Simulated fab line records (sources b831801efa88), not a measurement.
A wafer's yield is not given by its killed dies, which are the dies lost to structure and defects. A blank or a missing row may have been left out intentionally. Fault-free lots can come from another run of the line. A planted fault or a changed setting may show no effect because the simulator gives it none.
Which of the tools did it?    flow gf180mcu    Sampling: 12 lots, 36 wafers, 4 of 602 route steps

== WHAT EACH GAUGE READ, for each wafer ==
GF_MVPSD_TW_MEAS_11.
lot   measured      on             MVPSD_TW
L939  day 5 00:53   film-metro-02  543 542 542
L941  day 5 10:04   film-metro-02  544 546 542
L944  day 6 06:53   film-metro-01  542 543 545
L946  day 6 18:14   film-metro-02  546 546 546
L947  day 7 00:28   film-metro-01  543 548 544
L948  day 7 04:53   film-metro-02  545 549 547
L951  day 8 00:22   film-metro-04  555 554 554
L953  day 8 10:32   film-metro-02  543 548 546
L954  day 8 17:08   film-metro-04  556 555 550
L959  day 10 00:17  film-metro-02  547 549 547
L960  day 10 04:38  film-metro-04  552 553 552
L961  day 10 12:14  film-metro-01  545 547 549

GF_VT_IMPLANT_TW_MEAS_43.
lot   measured      on             VT_IMPLANT_4_TW
L939  day 7 13:23   film-metro-01  680 678 682
L941  day 7 23:05   film-metro-03  678 681 679
L944  day 8 22:20   film-metro-04  696 698 694
L946  day 9 11:11   film-metro-03  683 682 680
L947  day 9 17:41   film-metro-03  683 683 684
L948  day 9 23:47   film-metro-04  700 703 707
L951  day 10 22:22  film-metro-04  643 638 643
L953  day 11 08:48  film-metro-04  639 639 640
L954  day 11 16:53  film-metro-01  686 685 688
L959  day 13 02:41  film-metro-03  687 688 684
L960  day 13 10:11  film-metro-04  694 698 692
L961  day 13 17:26  film-metro-04  697 693 695

== WHICH TOOL RAN EACH LOT (tool, then ch and the chambers of the sampled wafers, then the start) ==
lot   GF_VT_IMPLANT_IMPLANT_41         GF_VT_IMPLANT_STRIP_42
L939  implanter-04 ch 0, day 7 13:09   plasma-asher-02 ch 1, day 7 13:17
L941  implanter-04 ch 0, day 7 22:50   plasma-asher-02 ch 0,1, day 7 22:59
L944  implanter-04 ch 0, day 8 22:06   plasma-asher-02 ch 0,1, day 8 22:14
L946  implanter-04 ch 0, day 9 10:56   plasma-asher-02 ch 1, day 9 11:05
L947  implanter-01 ch 0, day 9 17:26   plasma-asher-03 ch 0,1, day 9 17:35
L948  implanter-04 ch 0, day 9 23:33   plasma-asher-01 ch 0,1, day 9 23:41
L951  implanter-04 ch 0, day 10 22:07  plasma-asher-01 ch 0,1, day 10 22:16
L953  implanter-04 ch 0, day 11 08:35  plasma-asher-03 ch 0,1, day 11 08:43
L954  implanter-02 ch 0, day 11 16:40  plasma-asher-01 ch 0,1, day 11 16:48
L959  implanter-02 ch 0, day 13 02:26  plasma-asher-03 ch 0,1, day 13 02:35
L960  implanter-02 ch 0, day 13 09:58  plasma-asher-02 ch 0,1, day 13 10:06
L961  implanter-01 ch 0, day 13 17:11  plasma-asher-02 ch 0,1, day 13 17:19
- GF_VT_IMPLANT_IMPLANT_41
- GF_VT_IMPLANT_STRIP_42: strips in O2/N2.

== AS READ BY THE TOOLS THEMSELVES (means over the sampled wafers that have a number; for cases with no such wafer, the mark the record gives instead) ==
GF_VT_IMPLANT_IMPLANT_41.
lot   tool          dose-ions-cm2  faraday-current-uA
L939  implanter-04  1.0121e+12     5.88
L941  implanter-04  1.0132e+12     5.72
L944  implanter-04  1.0133e+12     5.68
L946  implanter-04  1.0122e+12     5.80
L947  implanter-01  1.0123e+12     5.63
L948  implanter-04  1.0127e+12     5.63
L951  implanter-04  7.8000e+11     4.41
L953  implanter-04  7.8003e+11     4.47
L954  implanter-02  1.0142e+12     5.82
L959  implanter-02  1.0136e+12     5.76
L960  implanter-02  1.0135e+12     5.61
L961  implanter-01  1.0128e+12     5.62

GF_VT_IMPLANT_STRIP_42.
lot   tool             drypump-motor-current-A (A)  heater-power-w (W)  oes-product-au (a.u.)  strip-time-to-endpoint-s (s)
L939  plasma-asher-02  5.97                         270                 0.712                  12.65
L941  plasma-asher-02  5.86                         322                 0.718                  12.62
L944  plasma-asher-02  5.87                         317                 0.709                  12.61
L946  plasma-asher-02  5.96                         278                 0.715                  12.63
L947  plasma-asher-03  5.56                         288                 0.712                  12.63
L948  plasma-asher-01  5.75                         329                 0.717                  12.65
L951  plasma-asher-01  5.53                         300                 0.714                  12.64
L953  plasma-asher-03  5.57                         286                 0.711                  12.67
L954  plasma-asher-01  5.52                         294                 0.716                  12.60
L959  plasma-asher-03  5.57                         282                 0.717                  12.57
L960  plasma-asher-02  5.86                         322                 0.721                  12.59
L961  plasma-asher-02  5.92                         297                 0.718                  12.66

== THE ANSWER, worked out from the rows above alone ==
Rule: usual is defined by the lots themselves. Put in order of their means at a reading, lots are off if they are a third of the lots or fewer, leave a main group of 4 or more, and stand apart from it by a gap of 3 or more times the standard deviation of the main group's means; of several such gaps the widest counts. If all means in a main group match to the digits the tables above print for the reading, that group is not used. Also off: a lot with no number at a reading for which 4 or more lots have one. Any other lot the step has rows for is counted as sound. The gauges are gone through in route order, then the tools' own readings, and for those a lot's mean is taken as printed above. At the first step where some lot is off, the reading lying furthest off is the one used; lots without a number count as furthest.
Off: L951, L953, at GF_VT_IMPLANT_TW_MEAS_43 (VT_IMPLANT_4_TW). Main group: mean 689, sd 7.7.
If a tool, at a process step before that reading, ran all the lots that are off and no sound lot after the first of them, it fits. Not tried: the gauges at GF_VT_IMPLANT_TW_MEAS_43; whatever is off there is also off at GF_VT_IMPLANT_IMPLANT_41, on other tools, and gauge error can't account for it. One fits: GF_VT_IMPLANT_IMPLANT_41 on implanter-04. A fault onset in the window from L948 (day 9 23:33, its last sound lot) to L951 (day 10 22:07, its first lot off) fits.
The tool's own readings at GF_VT_IMPLANT_IMPLANT_41 bear it out: on the lots that are off they differ by more than 5 times the standard deviation of the sound lots' means. dose-ions-cm2 reads 7.8002e+11 there against 1.0130e+12 on the sound lots; faraday-current-uA reads 4.44 there against 5.71 on the sound lots.

== WHAT THE SIMULATOR PUT IN ==
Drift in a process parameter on implanter-04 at GF_VT_IMPLANT_IMPLANT_41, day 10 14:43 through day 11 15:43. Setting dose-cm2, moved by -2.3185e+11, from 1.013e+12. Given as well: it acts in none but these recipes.
Struck lots among those shown: L951, L953. The rule above found the same.
